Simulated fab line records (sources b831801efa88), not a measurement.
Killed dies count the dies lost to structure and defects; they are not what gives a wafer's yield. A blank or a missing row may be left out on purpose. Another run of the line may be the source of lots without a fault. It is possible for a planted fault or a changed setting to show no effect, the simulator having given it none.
Comparing a struck lot with a sound one || flow gf180mcu || 37 out of 602 route steps
Sound: the wafers L517.1, L517.3, L517.4. Struck: wafer L529.5. (L529.3, L529.4 of the same lot were not struck and are left out.) The cause comes at the end.
Per side, at each step with rows, come the tool, then ch with its chambers, and then its first start. Under that, the readings that differ: sound wafers || struck wafers || difference of the means || sigmas: that difference in standard deviations of wafers without a fault.
alike: words and numbers the same on both sides, and readings whose means are apart by under 2 such deviations; not compared: readings that were withheld, readings missing a value for some wafer, numbers with overlapping values and no deviation given by the record, and bounds like >300 which may hide the same value.
The two part at a step that has a row with sigmas, a row that says differs or no value, or rows on one side only. Numbers that have no deviation but don't overlap get no sigmas and don't part them. A reading missing from all wafers of one side parts the sides only when that side holds two or more wafers.

first, 2 steps without rows for these wafers: GF_M2_PEB_12 (peb time 90 s); GF_M2_DEVELOP_13 (develop time 60 s).
GF_M2_CD_MEAS_14 targets a cd of 280 nm.
  sound on cd-sem-02 at day 19 03:32; struck on cd-sem-02 at day 23 21:18
  alike: cd-nm
GF_M2_OVL_MEAS_15:
  sound on overlay-01 at day 19 03:40; struck on overlay-01 at day 23 21:23
  alike: M2_OVL
GF_M2_METAL_ETCH_16: etches the open film in Cl2/BCl3, stops on SiO2, target depth 750.8 nm, time 125.1 s.
  sound on rie-metal-03 ch 0,1, day 19 03:41; struck on rie-metal-01 ch 1, day 23 21:28
  alike: drypump-motor-current-A, he-backside-leak-sccm, oes-product-au, throttle-valve-pct
  not compared: rf-hours-counter-h
GF_M2_STRIP_17: strips in O2/N2.
  sound on plasma-asher-03 ch 0,1, day 19 03:49; struck on plasma-asher-03 ch 1, day 23 21:35
  alike: drypump-motor-current-A, heater-power-w, oes-product-au, strip-time-to-endpoint-s
  not compared: rf-hours-counter-h
then, 3 steps without rows for these wafers: GF_M2_STRIP_18 (strips in post etch residue remover, time 1200 s); GF_M2_CLEAN_19 (cleans in DIW); GF_V2_CVD_00 (deposits SiO2, target thk 600 nm, time 100 s).
GF_V2_THK_MEAS_01:
  sound on film-metro-03 at day 19 04:28; struck on film-metro-04 at day 23 22:16
  alike: V2_CVD_00_THK
GF_V2_CVD_02: deposits SiO2 from TEOS, target thk 850 nm, time 94.851 s.
  sound on pecvd-01 ch 0,1, day 19 04:31; struck on pecvd-01 ch 1, day 23 22:18
  alike: heater-power-w
GF_V2_THK_MEAS_03:
  sound on film-metro-03 at day 19 04:35; struck on film-metro-03 at day 23 22:23
{"reading": "V2_CVD_02_THK (nm)", "sound": "847 839 854", "struck": 875, "difference": "+28", "sigmas": "+2"}
GF_V2_CMP_04: polishes SiO2.
  sound on cmp-01 ch 1,2,3, day 19 04:39; struck on cmp-02 ch 0, day 23 22:32
{"reading": "retaining-ring-pressure-frac", "sound": "0.998 1.001 0.996", "struck": 1.011, "difference": "+0.013", "sigmas": "+3"}
{"reading": "model.SiO2_of_V2_CVD_02.thk-nm (nm)", "sound": "631.4 633.3 632.5", "struck": 696.7, "difference": "+64.3", "sigmas": ""}
  alike: head-pressure-psi, motor-current-A, slurry-filter-dp-kPa, slurry-flow-ml-min, time-to-endpoint-s
GF_V2_BOW_MEAS_05:
  sound on film-metro-01 at day 19 04:57; struck on film-metro-01 at day 23 22:46
  alike: V2_BOW
then, 8 steps without rows for these wafers: GF_V2_DEHYDRATE_06 (time 60 s); GF_V2_HMDS_07 (prime time 60 s); GF_V2_COAT_08; GF_V2_COAT_09 (resist thk 1000 nm); GF_V2_SOFTBAKE_10 (time 60 s); GF_V2_EXPOSE_11 (exposes mask Via2, target cd 260 nm); GF_V2_PEB_12 (peb time 90 s); GF_V2_DEVELOP_13 (develop time 60 s).
GF_V2_CD_MEAS_14 targets a cd of 260 nm.
  sound on cd-sem-02 at day 20 05:13; struck on cd-sem-02 at day 24 20:43
  alike: cd-nm
GF_V2_OVL_MEAS_15:
  sound on overlay-01 at day 20 05:20; struck on overlay-02 at day 24 20:49
  alike: V2_OVL
GF_V2_ETCH_16: etches BARC in N2/H2.
  sound on rie-diel-04 ch 0,2,3, day 20 05:23; struck on rie-diel-02 ch 3, day 24 20:50
  alike: drypump-motor-current-A, oes-product-au, throttle-valve-pct
GF_V2_ETCH_17: etches SiO2 in C4F8/O2/Ar, stops on TiN, target depth 630 nm.
  sound on rie-diel-04 ch 0,2,3; struck on rie-diel-02 ch 3
{"reading": "oes-product-au (a.u.)", "sound": "0.861 0.860 0.863", "struck": 0.910, "difference": "+0.049", "sigmas": "+12"}
{"reading": "model.V2.feature-depth-nm (nm)", "sound": "631.4 633.3 632.5", "struck": 696.7, "difference": "+64.3", "sigmas": ""}
{"reading": "model.etch.depth-nm (nm)", "sound": "631.4 633.3 632.5", "struck": 696.7, "difference": "+64.3", "sigmas": ""}
then, 3 steps without rows for these wafers: GF_V2_STRIP_18 (strips in O2/N2); GF_V2_STRIP_19 (strips in post etch residue remover, time 1200 s); GF_V2_CLEAN_20 (cleans in DIW).
GF_V2_SPUTTER_21: material Ti, target thk 15 nm, time 80.02 s.
  sound on pvd-sputter-03 at day 20 06:05; struck on pvd-sputter-01 at day 24 21:56
  alike: throttle-valve-pct
then, 2 steps without rows for these wafers: GF_V2_SPUTTER_22 (material TiN, target thk 10 nm, time 40 s); GF_V2_CVD_23 (deposits W, target thk 350 nm, time 104.94 s).
GF_V2_RS_MEAS_24: uses a four-point probe to measure.
  sound on film-metro-03 at day 20 06:17; struck on film-metro-01 at day 24 22:11
  alike: V2_W_RS
GF_V2_THK_MEAS_25: measures by xrf.
  sound on film-metro-03 at day 20 06:25; struck on film-metro-01 at day 24 22:17
  alike: V2_W_THK
GF_V2_CMP_26: polishes, stops on SiO2, t overpolish 15 s, target thk 0 nm.
  sound on cmp-02 ch 0,1,3, day 20 06:28; struck on cmp-02 ch 2, day 24 22:37
{"reading": "motor-current-A (A)", "sound": "10.4 9.4 10.0", "struck": 12.2, "difference": "+2.3", "sigmas": "+3"}
{"reading": "retaining-ring-pressure-frac", "sound": "1.003 0.996 0.996", "struck": 1.011, "difference": "+0.013", "sigmas": "+3"}
{"reading": "model.SiO2_of_V2_CVD_02.thk-nm (nm)", "sound": "627.7 629.5 628.7", "struck": 693, "difference": "+64", "sigmas": ""}
  alike: head-pressure-psi, slurry-filter-dp-kPa, slurry-flow-ml-min
then, 2 steps without rows for these wafers: GF_M3_SPUTTER_00 (material Ti, target thk 37.5 nm, time 150 s); GF_PASSIVATION_PROBE_99.

== WHERE THEY PART ==
Last at GF_V2_CMP_26 as far as this record goes, first at GF_V2_THK_MEAS_03.

WHY: whatever the simulator had introduced
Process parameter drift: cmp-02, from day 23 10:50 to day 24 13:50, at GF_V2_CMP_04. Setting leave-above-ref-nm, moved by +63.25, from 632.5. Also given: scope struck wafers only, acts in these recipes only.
